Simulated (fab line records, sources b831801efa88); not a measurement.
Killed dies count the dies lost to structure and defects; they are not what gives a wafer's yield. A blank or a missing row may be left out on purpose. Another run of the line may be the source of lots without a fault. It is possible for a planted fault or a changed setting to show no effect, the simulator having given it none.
Comparing a struck lot with a sound one | flow gf180mcu | 16 out of 602 route steps
Sound: the wafers L492.2, L492.3, L492.6. The struck wafers were L498.2, L498.3, L498.4. Last of all comes the cause.
Order at every step that has rows: each side's tool, ch and its chambers, its first start. Under that, the readings that differ: sound wafers | struck wafers | difference of the means | sigmas: that difference in standard deviations of wafers without a fault.
alike: words and numbers the same on both sides, and readings whose means are apart by under 2 such deviations; not compared: readings that were withheld, readings missing a value for some wafer, numbers with overlapping values and no deviation given by the record, and bounds like >300 which may hide the same value.
Wherever a step has rows on one side only, a row that says differs or no value, or a row with sigmas, the two part there. Numbers that don't overlap but have no deviation are shown without sigmas and don't part them. Lack of a reading on every wafer of one side parts them only where that side has two or more wafers.

first, 3 steps without rows for these wafers: GF_M5_EXPOSE_04 (exposes mask Metal5, target cd 280 nm); GF_M5_PEB_05 (peb time 90 s); GF_M5_DEVELOP_06 (develop time 60 s).
GF_M5_CD_MEAS_07 targets a cd of 280 nm.
  struck on cd sem-01, day 30 01:53; sound on cd sem-01, day 28 01:34
  alike: cd nm
GF_M5_OVL_MEAS_08:
  struck on overlay-02, day 30 02:00; sound on overlay-02, day 28 01:41
  alike: M5_OVL
GF_M5_ETCH_09: etches Si3N4 in CF4/O2, target depth 52 nm, time 11.6 s.
  sound on rie diel-03 ch 1,2,3, day 28 01:43; struck on rie diel-02 ch 0,2,3, day 30 02:02
  alike: bias w, drypump motor current A, oes product au, throttle valve pct
  not compared: rf hours counter h
GF_M5_METAL_ETCH_10: etches the open film in Cl2/BCl3, stops on SiO2, target depth 750.8 nm, time 125.1 s.
  sound on rie metal-03 ch 0, day 28 01:46; struck on rie metal-03 ch 0,1, day 30 02:03
  alike: bias w, drypump motor current A, oes product au, throttle valve pct
  not compared: rf hours counter h
GF_M5_STRIP_11: strips in O2/N2.
  sound on plasma asher-02 ch 0, day 28 01:59; struck on plasma asher-01 ch 0,1, day 30 02:11
  alike: drypump motor current A, heater power w, o2 flow sccm, oes product au, strip time to endpoint s
  not compared: rf hours counter h
then, 3 steps without rows for these wafers: GF_M5_STRIP_12 (strips in post etch residue remover, time 1200 s); GF_M5_CLEAN_13 (cleans in DIW); GF_V5_CVD_00 (deposits SiO2, target thk 300 nm, time 50 s).
GF_V5_THK_MEAS_01:
  struck on film metro-02, day 30 02:48; sound on film metro-02, day 28 02:37
  reading            | sound             | struck            | difference | sigmas
  V5_CVD_00_THK (nm) | 300.2 307.7 311.6 | 299.5 299.1 299.3 | -7.2       | -3
GF_V5_CVD_02: deposits SiO2 from TEOS, target thk 1450 nm, time 163.28 s.
  sound on pecvd-01 ch 1,2, day 28 02:40; struck on pecvd-01 ch 0,2, day 30 02:51
  reading                             | sound             | struck            | difference | sigmas
  rf fwd power W (W)                  | 598.6 596.9 595.1 | 355.8 357.6 357.1 | -240.0     | -99 or more
  model.SiO2_of_V5_CVD_02.thk nm (nm) | 1437 1483 1468    | 1267 1262 1275    | -195       |
  alike: heater power outer w, heater power w
GF_V5_THK_MEAS_03:
  struck on film metro-03, day 30 02:58; sound on film metro-02, day 28 02:46
  reading            | sound          | struck         | difference | sigmas
  V5_CVD_02_THK (nm) | 1436 1483 1467 | 1267 1262 1275 | -194       | -10
GF_V5_CMP_04: polishes SiO2.
  sound on cmp-02 ch 0,1,2, day 28 02:49; struck on cmp-01 ch 0,1,2, day 30 03:05
  alike: motor current A
-- the record jumps here: 2 days lie between the struck wafers' starts before and after (it left off in module V5 and takes up again in module PASSIVATION, whose first step shown is number 602 of the route) --
GF_PASSIVATION_PROBE_99:
  rows exist in the record for the struck wafers here (prober-02, day 32 13:05), but not for the sound ones

== WHERE THEY PART ==
Last at GF_PASSIVATION_PROBE_99 as far as this record goes, first at GF_V5_THK_MEAS_01.

WHY: the cause the simulator had injected
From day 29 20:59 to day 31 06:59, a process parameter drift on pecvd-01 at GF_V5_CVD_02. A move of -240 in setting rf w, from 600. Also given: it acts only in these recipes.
